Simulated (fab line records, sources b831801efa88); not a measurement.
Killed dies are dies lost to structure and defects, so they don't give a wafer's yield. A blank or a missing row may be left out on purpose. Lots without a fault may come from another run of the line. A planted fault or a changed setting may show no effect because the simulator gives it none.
Split-lot experiment | flow sky130 | 5 lots, 23 wafers read, on a route of 708 steps

THE SPLIT
At SKY_FIELD_ISO_EXPOSE_10 (exposes mask FOM, target cd 150 nm), the setting dose_mj was moved away from the recipe's 28 on 5 of the 23 wafers read, by -3.2% to +4.1%. The other wafers ran this setting at the recipe's value.

FROM THE SPLIT TO THE READING: what the file shows between them, 2 steps
- SKY_FIELD_ISO_PEB_11
- SKY_FIELD_ISO_DEVELOP_12: develop time 60 s

THE READING
cd_nm, in nm, at SKY_FIELD_ISO_CD_MEAS_13 (target cd 150 nm). Fault-free wafers of this fab line usually give 150.3 nm, standard deviation 0.96 nm.

wafer  | tool, chamber at the split | dose_mj as run | against the recipe | cd_nm, nm | against lot-mates on the recipe
L076.2 | krf_scanner-02, 0          | 28             | recipe             | 150.3     | -
L076.3 | krf_scanner-02, 0          | 28             | recipe             | 150.2     | -
L076.4 | krf_scanner-02, 0          | 28             | recipe             | 149.7     | -
L076.5 | krf_scanner-02, 0          | 28             | recipe             | 151.7     | -
L076.6 | krf_scanner-02, 0          | 28             | recipe             | 149.2     | -
L080.1 | krf_scanner-01, 0          | 29.15          | +4.1%              | 141.8     | -8.0
L080.3 | krf_scanner-01, 0          | 29.15          | +4.1%              | 141.9     | -7.9
L080.4 | krf_scanner-01, 0          | 29.15          | +4.1%              | 142.1     | -7.7
L080.5 | krf_scanner-01, 0          | 28             | recipe             | 149.8     | -
L080.6 | krf_scanner-01, 0          | 28             | recipe             | 149.8     | -
L081.1 | krf_scanner-02, 0          | 28             | recipe             | 150.7     | -
L081.2 | krf_scanner-02, 0          | 28             | recipe             | 149.8     | -
L081.3 | krf_scanner-02, 0          | 27.09          | -3.2%              | 155.1     | +5.2
L081.4 | krf_scanner-02, 0          | 27.09          | -3.2%              | 155.1     | +5.2
L081.6 | krf_scanner-02, 0          | 28             | recipe             | 149.2     | -
L082.1 | krf_scanner-01, 0          | 28             | recipe             | 150.6     | -
L082.2 | krf_scanner-01, 0          | 28             | recipe             | 151.6     | -
L082.4 | krf_scanner-01, 0          | 28             | recipe             | 149.0     | -
L082.5 | krf_scanner-01, 0          | 28             | recipe             | 150.4     | -
L082.6 | krf_scanner-01, 0          | 28             | recipe             | 150.6     | -
L084.3 | krf_scanner-01, 0          | 28             | recipe             | 149.9     | -
L084.5 | krf_scanner-01, 0          | 28             | recipe             | 150.9     | -
L084.6 | krf_scanner-01, 0          | 28             | recipe             | 149.8     | -

THE FIT
A straight line over all 23 wafers: cd_nm changes by -1.85 nm for each +1% of dose_mj; r = -0.97; the points scatter about the line by 0.78 nm.
The same after taking each lot's own level away (the mean of its wafers on the recipe; 23 wafers): -1.81 nm for each +1%; r = -0.98; scatter 0.69 nm.
On that fit, the largest move of dose_mj shifts the reading by 7.4 nm.
The lots' own levels span 149.80 to 150.44 nm, that is 0.7 times the standard deviation above.
So the lot-to-lot level changes the slope little: the two slopes agree.
Check: with one of the wafers moved furthest among these (+4.1%) left out of the fit, the line predicts -7.41 nm for it against its lot-mates. It came out at -8 nm against them.

OTHER SPLITS ON THESE WAFERS
These wafers also went through other splits before the reading. Each is held against what the fit with the lots' levels taken away leaves over:
other split on the same wafers | wafers away from the commonest value | r with cd_nm (lot level and that fit taken away)
SKY_FIELD_ISO_CVD_03 temp_c    | 18                                   | -0.08

THE WHOLE CHAIN: every reading that the file lists as answering this split, in the file's order
step                     | what it does                                                                 | reading                                                          | change (the file's fit)              | r (the file's)
SKY_FIELD_ISO_CD_MEAS_13 | target cd 150 nm                                                             | cd_nm                                                            | -1.8 nm for each +1% of the setting  | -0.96
SKY_FIELD_ISO_ETCH_14    | etches BARC in N2/H2, stops on SiO2, time 45.9 s, target depth 60 nm         | FIELD_ISO.cd_nm (the simulator's own value, which no gauge read) | -1.69 nm for each +1% of the setting | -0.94
SKY_FIELD_ISO_ETCH_15    | etches the open film in CHF3/O2, stops on Si, target depth 180 nm, time 72 s | FIELD_ISO.cd_nm (the simulator's own value, which no gauge read) | -1.78 nm for each +1% of the setting | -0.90

THE FILE'S OWN FIT
cd_nm changes by -1.8 nm for each +1% of dose_mj, r = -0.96.
